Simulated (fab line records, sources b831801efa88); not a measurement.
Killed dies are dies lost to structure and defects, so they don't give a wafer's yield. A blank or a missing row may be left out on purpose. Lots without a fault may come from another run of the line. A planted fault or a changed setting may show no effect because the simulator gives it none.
fab line records | flow sky130
record lots=6 wafers=18 last_day=50
route steps=708 shown FIELD_ISO@16 PAD_OPEN@708
lots that met no fault: from a run of the same line without faults
start_h: hours from the record's first day to the start of the lot's first wafer shown | wait_h: hours since the lot's step before | " the same as in the row above | L1.1+2: a row that stands for several wafers | - no value, or no start given | * or withheld: withheld | < > ~ a bound
route shown NAME@n: a module of which the file shows steps, and the number in the route of the first | usual: mean/standard deviation of fault-free wafers | same: alike in all rows | chamber/n: place in a boat | sites: the reading at each site | _std_site: their standard deviation | _edge_site: outer sites' mean less inner sites' | radius_mm: how far each site lies from the wafer's centre | mask NAME#n: copy n | behind: the tool/chamber that last shaped the wafer | hold: why the lot was held/for how many hours/how that ended | device: the transistor (n, p or np) that didn't switch | end of line: the same wafers' tests at the end of the route | a step without rows: its recipe alone | killed: dies lost to structure and defects at the first sort, not the wafer's yield | map: a wafer's dies, x killed, . not, _ none there
set.NAME: the setting as run; set.NAME@STEP: as run at that earlier step | model.NAME: the simulator's own value behind a step, which no gauge read
lots at some steps of the route; a table a step, a row a wafer
services: from which hour (start_h, from the record's first day; less than 0 if before it) a tool's chamber was out of use, for how many hours, and why
## steps
# step SKY_FIELD_ISO_ETCH_15
# recipe chemistry=CHF3/O2 target_depth_nm=180 stop_on=Si source_w=600 bias_w=200 pressure_mtorr=40 chf3_flow_sccm=50 O2_flow_sccm=5 time_s=72
# usual chamber_pressure_mTorr=40.00/0.038 drypump_motor_current_A=6.1/0.34 oes_product_au=0.943/0.0072 throttle_valve_pct=8.843/0.0092
# columns lot.wafer tool chamber start_h wait_h chamber_pressure_mTorr drypump_motor_current_A oes_product_au rf_hours_counter_h throttle_valve_pct
L653.3 rie_diel-04 2 42.42 0.0 39.96 6.3 0.944 80 8.835
L653.5 " 3 " " 39.97 6.5 0.936 - 8.852
L653.6 " 0 " " 39.96 5.6 0.941 - 8.856
L657.1 rie_diel-02 2 61.72 0.0 40.01 6.3 0.943 2 8.830
L657.3 " 3 " " 39.99 6.4 0.957 22 8.841
L657.6 " 1 " " 39.97 6.1 0.956 - 8.866
L660.1 rie_diel-02 2 76.35 0.0 39.95 6.4 0.941 2 8.843
L660.2 " 0 " " 39.97 5.6 0.947 6 8.846
L660.5 " 0 " " 39.93 5.6 0.933 - 8.845
L661.1 rie_diel-02 1 84.42 0.0 39.95 6.1 0.931 4 8.847
L661.2 " 3 " " 40.07 6.3 0.944 22 8.846
L661.5 " 1 " " 39.97 6.1 0.934 - 8.841
L672.1 rie_diel-03 0 138.72 0.0 39.98 5.8 0.944 141 8.837
L672.4 " 2 " " 40.01 6.3 0.937 115 8.833
L672.5 " 3 " " 40.05 6.3 0.936 - 8.848
L674.1 rie_diel-02 2 149.33 0.0 40.05 6.3 0.937 3 8.841
L674.4 " 0 " " 39.94 5.6 0.939 7 8.834
L674.6 " 2 " " 39.95 6.3 0.933 - 8.830
# step SKY_FIELD_ISO_STRIP_16
# recipe chemistry=O2/N2 power_w=1400 pressure_mtorr=1500 platen_temp_c=withheld o2_flow_sccm=3000 n2_flow_sccm=300 overash_fraction=0.5
# usual chamber_pressure_mTorr=1499.7/1.4 drypump_motor_current_A=5.6/0.42 oes_product_au=0.377/0.0046 strip_time_to_endpoint_s=3.53/0.039
# columns lot.wafer tool chamber start_h wait_h chamber_pressure_mTorr drypump_motor_current_A oes_product_au rf_hours_counter_h strip_time_to_endpoint_s
L653.3 plasma_asher-02 1 42.51 0.1 1500.7 5.4 0.378 - 3.57
L653.5 " 1 " " 1500.2 5.4 0.378 - 3.54
L653.6 " 0 " " 1499.4 6.2 0.371 - 3.48
L657.1 plasma_asher-02 0 61.78 0.0 1500.1 6.2 0.376 40 3.52
L657.3 " 1 " " 1499.5 5.4 0.374 - 3.51
L657.6 " 1 " " 1498.7 5.4 0.373 - 3.55
L660.1 plasma_asher-03 0 76.41 0.0 1500.2 5.0 0.376 23 3.52
L660.2 " 1 " " 1502.4 5.8 0.374 23 3.56
L660.5 " 1 " " 1501.0 5.9 0.376 - 3.54
L661.1 plasma_asher-03 1 84.48 0.0 1498.9 5.8 0.374 24 3.54
L661.2 " 0 " " 1496.4 5.0 0.378 24 3.54
L661.5 " 0 " " 1499.8 5.0 0.378 - 3.58
L672.1 plasma_asher-02 0 138.78 0.0 1499.4 6.2 0.378 48 3.58
L672.4 " 1 " " 1498.1 5.4 0.374 - 3.56
L672.5 " 0 " " 1500.3 6.2 0.379 - 3.53
L674.1 plasma_asher-03 0 149.38 0.0 1501.6 4.9 0.376 31 3.53
L674.4 " 0 " " 1497.4 5.0 0.386 - 3.57
L674.6 " 1 " " 1499.8 5.9 0.376 - 3.53
# step SKY_FIELD_ISO_ETCH_17
# recipe target_depth_a=3420 mask_material=Si3N4 chemistry=HBr/Cl2/O2 target=Si taper_deg=5 icp_w=600 bias_w=150 pressure_mtorr=15 HBr_flow_sccm=150 Cl2_flow_sccm=40 O2_flow_sccm=6 time_s=97.7
# usual chamber_pressure_mTorr=15.001/0.013 drypump_motor_current_A=5.8/0.44 oes_product_au=0.999/0.011 throttle_valve_pct=25.658/0.011
# columns lot.wafer tool chamber start_h wait_h chamber_pressure_mTorr drypump_motor_current_A oes_product_au rf_hours_counter_h throttle_valve_pct
L653.3 rie_si-02 0 42.58 0.0 15.017 6.6 0.992 91 25.664
L653.5 " 2 " " 15.006 5.8 0.994 - 25.630
L653.6 " 1 " " 15.002 6.2 0.993 - 25.659
L657.1 rie_si-02 3 61.88 0.1 14.994 6.4 1.009 143 25.681
L657.3 " 0 " " 15.009 6.6 0.982 91 25.653
L657.6 " 2 " " 15.000 5.8 0.994 - 25.679
L660.1 rie_si-01 2 76.51 0.1 15.007 5.6 1.011 3 25.657
L660.2 " 3 " " 15.025 5.2 0.997 29 25.663
L660.5 " 3 " " 15.020 5.2 0.989 - 25.646
L661.1 rie_si-01 3 84.58 0.1 14.975 5.2 1.013 30 25.659
L661.2 " 1 " " 14.997 5.7 1.004 1 25.667
L661.5 " 2 " " 15.011 5.6 1.009 - 25.644
L672.1 rie_si-02 2 138.88 0.1 15.000 5.8 0.987 3 25.657
L672.4 " 3 " " 15.006 6.3 0.991 0 25.653
L672.5 " 1 " " 14.998 6.2 0.977 - 25.653
L674.1 rie_si-01 1 149.48 0.1 15.020 5.7 1.003 2 25.639
L674.4 " 2 " " 15.011 5.6 1.006 3 25.644
L674.6 " 1 " " 15.016 5.7 1.006 - 25.665
# step SKY_FIELD_ISO_WET_ETCH_18
# recipe chemistry=H3PO4 target_depth_nm=25 temp_c=160 target=Si3N4 time_s=286
# step SKY_FIELD_ISO_CLEAN_19
# recipe chemistry=SC1/SC2 mix=1:4:20 temp_c=70 time_s=150
# step SKY_FIELD_ISO_CLEAN_20
# recipe chemistry=dHF time_s=20 dilution=100:1
# step SKY_FIELD_ISO_WET_ETCH_21
# recipe chemistry=dHF dilution=100:1 target_depth_nm=20 dry=ipa_marangoni target=SiO2 temp_c=25 time_s=400
# step SKY_FIELD_ISO_OXIDATION_22
# recipe temp_c=950 ambient=O2 stabilise_s=600 purge_s=300 target_thk_a=100 ox_time_s=623
# step SKY_FIELD_ISO_THK_MEAS_23
# recipe reads=SiO2_of_FIELD_ISO_OXIDATION_22
# usual FIELD_ISO_OXIDATION_01_THK=10.00/0.17
# columns lot.wafer tool chamber start_h wait_h FIELD_ISO_OXIDATION_01_THK[nm]
L653.3 film_metro-03 - 44.49 0.1 10.14
L653.5 " - " " 10.23
L653.6 " - " " 10.24
L657.1 film_metro-03 - 67.67 0.0 10.34
L657.3 " - " " 10.43
L657.6 " - " " 10.07
L660.1 film_metro-04 - 82.31 0.0 10.01
L660.2 " - " " 10.12
L660.5 " - " " 9.93
L661.1 film_metro-03 - 90.39 0.0 9.85
L661.2 " - " " 9.90
L661.5 " - " " 9.79
L672.1 film_metro-03 - 140.95 0.0 9.89
L672.4 " - " " 10.15
L672.5 " - " " 9.97
L674.1 film_metro-03 - 151.00 0.0 9.97
L674.4 " - " " 9.90
L674.6 " - " " 9.97
# step SKY_FIELD_ISO_CVD_24
# recipe material=SiO2 target_thk_nm=595 temp_c=650 sigma_open_frac=0.3 time_s=99.2 sih4_flow_sccm=60 pressure_mtorr=6
# step SKY_FIELD_ISO_THK_MEAS_25
# recipe reads=SiO2_of_FIELD_ISO_CVD_24
# usual FIELD_ISO_CVD_24_THK=596/5.6
# columns lot.wafer tool chamber start_h wait_h FIELD_ISO_CVD_24_THK[nm]
L653.3 film_metro-03 - 44.64 0.1 601
L653.5 " - " " 595
L653.6 " - " " 606
L657.1 film_metro-02 - 67.80 0.0 592
L657.3 " - " " 594
L657.6 " - " " 594
L660.1 film_metro-02 - 82.44 0.0 602
L660.2 " - " " 590
L660.5 " - " " 595
L661.1 film_metro-02 - 90.52 0.0 598
L661.2 " - " " 598
L661.5 " - " " 596
L672.1 film_metro-04 - 141.08 0.0 589
L672.4 " - " " 594
L672.5 " - " " 584
L674.1 film_metro-03 - 151.13 0.0 601
L674.4 " - " " 601
L674.6 " - " " 597
# step SKY_FIELD_ISO_ANNEAL_26
# recipe temp_c=1000 time_s=1800 ambient=N2
# step SKY_FIELD_ISO_CMP_27
# recipe stop_on=Si3N4 t_overpolish_s=16 down_force_psi=4 platen_rpm=60 target_thk_nm=457.8 pad_velocity_m_s=0.94248
# usual motor_current_A=12.3/0.98 overpolish_run_s=16.001/0.0081 slurry_filter_dp_kPa=13.50/0.12 time_to_endpoint_s=112/3.9
# columns lot.wafer tool chamber start_h wait_h motor_current_A overpolish_run_s slurry_filter_dp_kPa time_to_endpoint_s
L653.3 cmp-01 2 46.33 0.1 11.6 16.006 13.56 117
L653.6 " 3 " " 10.1 16.012 13.47 112
L653.5 " 0 " " 13.5 15.998 13.52 116
L657.1 cmp-02 1 75.12 0.2 13.0 16.002 13.64 106
L657.3 " 3 " " 12.1 16.004 13.29 112
L657.6 " 0 " " 12.5 16.000 13.61 109
L660.1 cmp-02 0 88.35 0.0 12.0 16.004 13.42 108
L660.2 " 1 " " 13.6 16.013 13.34 105
L660.5 " 1 " " 14.0 16.001 13.10 108
L661.2 cmp-02 1 94.95 0.1 13.6 15.989 13.44 110
L661.1 " 2 " " 13.2 16.002 13.58 119
L661.5 " 0 " " 11.9 15.999 13.54 111
L672.1 cmp-02 1 143.49 0.1 13.7 16.010 13.73 107
L672.4 " 2 " " 13.0 15.994 13.60 60
L672.5 " 0 " " 12.1 15.995 13.63 108
L674.1 cmp-02 2 152.74 0.1 12.8 15.999 13.35 62
L674.4 " 0 " " 12.1 16.007 13.29 107
L674.6 " 1 " " 13.6 16.010 13.34 108
# step SKY_FIELD_ISO_WET_ETCH_28
# recipe chemistry=dHF target_depth_nm=23.7 target=SiO2 dilution=10:1 temp_c=25 time_s=47
# step SKY_PAD_OPEN_PROBE_99
# usual killed_at_M0_to_M3=43/6.8 killed_at_M4_up=3.2/1.8 killed_at_contacts=24/6.2 killed_at_front_end=15/4.7 killed_at_other=0.4/0.63 killed_dies=86/9.6 killed_open=47/6.9 killed_short=39/6.3
# same gross_dies=492 killed_at_back_side=0
# columns lot.wafer tool chamber start_h wait_h killed_at_M0_to_M3 killed_at_M4_up killed_at_contacts killed_at_front_end killed_at_other killed_dies killed_open killed_short
L653.3 prober-01 - 1087.96 0.2 34 6 34 14 2 90 50 38
L653.5 prober-01 - 1088.06 0.2 61 2 17 11 3 94 50 41
L653.6 prober-01 - 1088.11 0.2 45 7 23 20 2 97 46 49
L657.1 prober-01 - 1119.03 0.1 34 4 34 13 0 85 49 36
L657.3 prober-01 - 1119.13 0.2 42 6 28 20 0 96 51 45
L657.6 prober-01 - 1119.28 0.2 38 2 15 20 1 76 42 34
L660.1 prober-02 - 1139.42 0.1 52 2 28 11 1 94 57 37
L660.2 prober-02 - 1139.47 0.1 47 2 31 12 0 92 45 47
L660.5 prober-02 - 1139.62 0.2 52 3 21 14 0 90 47 43
L661.1 prober-01 - 1146.14 0.1 38 2 25 14 1 80 57 23
L661.2 prober-01 - 1146.19 0.1 42 3 22 19 0 86 50 36
L661.5 prober-01 - 1146.34 0.2 44 4 28 14 0 90 53 37
L672.1 prober-02 - 1185.01 0.1 42 0 30 11 1 84 48 36
L672.4 prober-02 - 1185.16 0.2 50 4 20 15 0 89 44 44
L672.5 prober-02 - 1185.21 0.2 45 3 18 16 0 82 54 28
L674.1 prober-01 - 1202.22 0.1 51 4 22 6 2 85 44 41
L674.4 prober-01 - 1202.37 0.2 38 3 27 16 1 85 43 42
L674.6 prober-01 - 1202.47 0.2 41 1 21 13 0 76 43 33
# killed by level:class
L653.3 CONTACT:geometric_particle:open=21 VIA1:geometric_particle:open=9 CONTACT:geometric_particle:short=7 METAL4:geometric_particle:short=6 FIELD_ISO:geometric_particle:open=5 METAL1:geometric_particle:short=5 FIELD_ISO:geometric_particle:short=4 VIA1:geometric_particle:short=4
L653.5 VIA1:geometric_particle:open=14 VIA3:geometric_particle:open=13 CONTACT:geometric_particle:open=6 CONTACT:geometric_particle:short=5 VIA1:geometric_particle:short=5 METAL1:geometric_particle:short=5 METAL2:geometric_particle:short=5 FIELD_ISO:geometric_particle:open=4
L653.6 VIA3:geometric_particle:open=9 FIELD_ISO:geometric_particle:short=6 METAL1:geometric_particle:short=6 LI_CONTACT:geometric_particle:open=6 VIA1:geometric_particle:short=6 POLY_GATE:geometric_particle:open=5 METAL2:geometric_particle:short=5 LOCAL_INTERCONNECT:geometric_particle:short=5
L657.1 CONTACT:geometric_particle:open=16 LI_CONTACT:geometric_particle:open=7 CONTACT:geometric_particle:short=7 METAL2:geometric_particle:short=7 VIA1:geometric_particle:open=7 POLY_GATE:geometric_particle:open=6 VIA3:geometric_particle:open=5 VIA2:geometric_particle:open=4
L657.3 CONTACT:geometric_particle:open=10 LI_CONTACT:geometric_particle:open=9 VIA2:geometric_particle:open=9 FIELD_ISO:geometric_particle:short=8 VIA1:geometric_particle:open=8 VIA1:geometric_particle:short=6 METAL2:geometric_particle:short=5 METAL1:geometric_particle:short=5
L657.6 VIA1:geometric_particle:open=11 FIELD_ISO:geometric_particle:open=8 CONTACT:geometric_particle:short=7 VIA2:geometric_particle:open=6 VIA3:geometric_particle:short=5 VIA1:geometric_particle:short=4 POLY_GATE:geometric_particle:short=3 LI_CONTACT:geometric_particle:open=3
L660.1 VIA1:geometric_particle:open=12 CONTACT:geometric_particle:open=12 VIA3:geometric_particle:open=10 CONTACT:geometric_particle:short=8 METAL2:geometric_particle:short=7 LI_CONTACT:geometric_particle:open=5 METAL1:geometric_particle:short=5 VIA2:geometric_particle:open=4
L660.2 CONTACT:geometric_particle:open=13 LOCAL_INTERCONNECT:geometric_particle:short=7 VIA2:geometric_particle:open=7 METAL1:geometric_particle:short=6 VIA1:geometric_particle:short=6 POLY_GATE:geometric_particle:short=5 LI_CONTACT:geometric_particle:open=5 VIA2:geometric_particle:short=5
L660.5 VIA1:geometric_particle:open=11 CONTACT:geometric_particle:open=10 VIA3:geometric_particle:open=9 METAL2:geometric_particle:short=8 VIA2:geometric_particle:open=6 METAL1:geometric_particle:short=6 LI_CONTACT:geometric_particle:open=5 POLY_GATE:geometric_particle:short=4
L661.1 LI_CONTACT:geometric_particle:open=11 CONTACT:geometric_particle:open=11 VIA1:geometric_particle:open=11 VIA2:geometric_particle:open=6 VIA3:geometric_particle:open=6 VIA3:geometric_particle:short=5 FIELD_ISO:geometric_particle:short=4 VIA1:geometric_particle:short=4
L661.2 CONTACT:geometric_particle:open=8 VIA1:geometric_particle:open=8 VIA3:geometric_particle:open=8 VIA2:geometric_particle:open=8 FIELD_ISO:geometric_particle:open=6 LI_CONTACT:geometric_particle:open=6 POLY_GATE:geometric_particle:short=5 METAL1:geometric_particle:short=5
L661.5 VIA1:geometric_particle:open=12 LI_CONTACT:geometric_particle:open=8 CONTACT:geometric_particle:open=8 LOCAL_INTERCONNECT:geometric_particle:short=5 METAL3:geometric_particle:short=5 VIA3:geometric_particle:open=5 POLY_GATE:geometric_particle:open=4 VIA1:geometric_particle:short=4
L672.1 CONTACT:geometric_particle:open=10 VIA1:geometric_particle:open=9 VIA3:geometric_particle:open=9 LI_CONTACT:geometric_particle:open=7 LOCAL_INTERCONNECT:geometric_particle:short=6 CONTACT:geometric_particle:short=5 METAL2:geometric_particle:short=5 FIELD_ISO:geometric_particle:short=4
L672.4 VIA3:geometric_particle:open=10 VIA1:geometric_particle:open=8 VIA2:geometric_particle:open=8 VIA3:geometric_particle:short=6 LI_CONTACT:geometric_particle:open=5 CONTACT:geometric_particle:short=5 CONTACT:geometric_particle:open=4 VIA1:geometric_particle:short=4
L672.5 VIA1:geometric_particle:open=11 CONTACT:geometric_particle:open=9 FIELD_ISO:geometric_particle:open=7 METAL2:geometric_particle:short=6 VIA3:geometric_particle:short=5 VIA3:geometric_particle:open=5 LI_CONTACT:geometric_particle:open=4 LOCAL_INTERCONNECT:geometric_particle:short=4
L674.1 VIA1:geometric_particle:open=11 CONTACT:geometric_particle:open=8 METAL1:geometric_particle:short=8 VIA1:geometric_particle:short=7 VIA2:geometric_particle:open=6 VIA3:geometric_particle:open=6 CONTACT:geometric_particle:short=5 LI_CONTACT:geometric_particle:open=4
L674.4 CONTACT:geometric_particle:open=10 VIA1:geometric_particle:open=8 POLY_GATE:geometric_particle:short=7 CONTACT:geometric_particle:short=6 FIELD_ISO:geometric_particle:open=5 LI_CONTACT:geometric_particle:open=5 VIA1:geometric_particle:short=5 METAL2:geometric_particle:short=5
L674.6 CONTACT:geometric_particle:open=11 VIA1:geometric_particle:open=8 METAL1:geometric_particle:short=5 VIA2:geometric_particle:open=5 VIA2:geometric_particle:short=4 LOCAL_INTERCONNECT:geometric_particle:short=4 METAL2:geometric_particle:short=4 METAL1:geometric_particle:open=4
## services
# columns tool chamber start_h hours kind
rie_diel-02 1 30.27 3.7 repair
rie_si-02 2 47.59 3.0 repair
plasma_asher-03 - 47.68 17.7 repair
cmp-01 - 57.06 20.0 pm
cmp-01 - 77.05 4.0 pm
cmp-01 - 81.05 - consumable_replace:conditioner
cmp-01 - 81.05 - consumable_replace:pad
cmp-02 - 81.05 7.1 pm
cmp-01 - 83.76 1.2 repair
cmp-01 - 88.87 1.3 repair
rie_diel-04 3 90.35 3.3 repair
cmp-02 - 99.99 2.1 repair
rie_si-02 3 108.79 - clean
rie_si-02 3 108.79 21.8 scheduled_down
rie_si-02 3 108.79 21.8 vent_cycle
cmp-01 - 131.79 1.5 repair
## key
first_sign step=SKY_FIELD_ISO_CMP_27 reading=time_to_endpoint_s direction=down sigmas=13 usual=* struck=*
effect none on later readings
met_at SKY_FIELD_ISO_CMP_27
struck_wafers L672.4,L674.1
tester_left_out L672,L674
onset_between 94.95 143.49
fault kind=process_parameter_drift tool=cmp-02 chamber=2 onset_h=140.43 steps=SKY_FIELD_ISO_CMP_27 channel=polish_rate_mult offset=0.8 shape=step end_h=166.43
# tester_left_out: of these lots the tester's yield and bins aren't shown, on N5 and GAA mostly nor the transistor test; their killed dies are dies lost to structure and defects alone, not to doping, threshold or leakage, so they don't give the yield
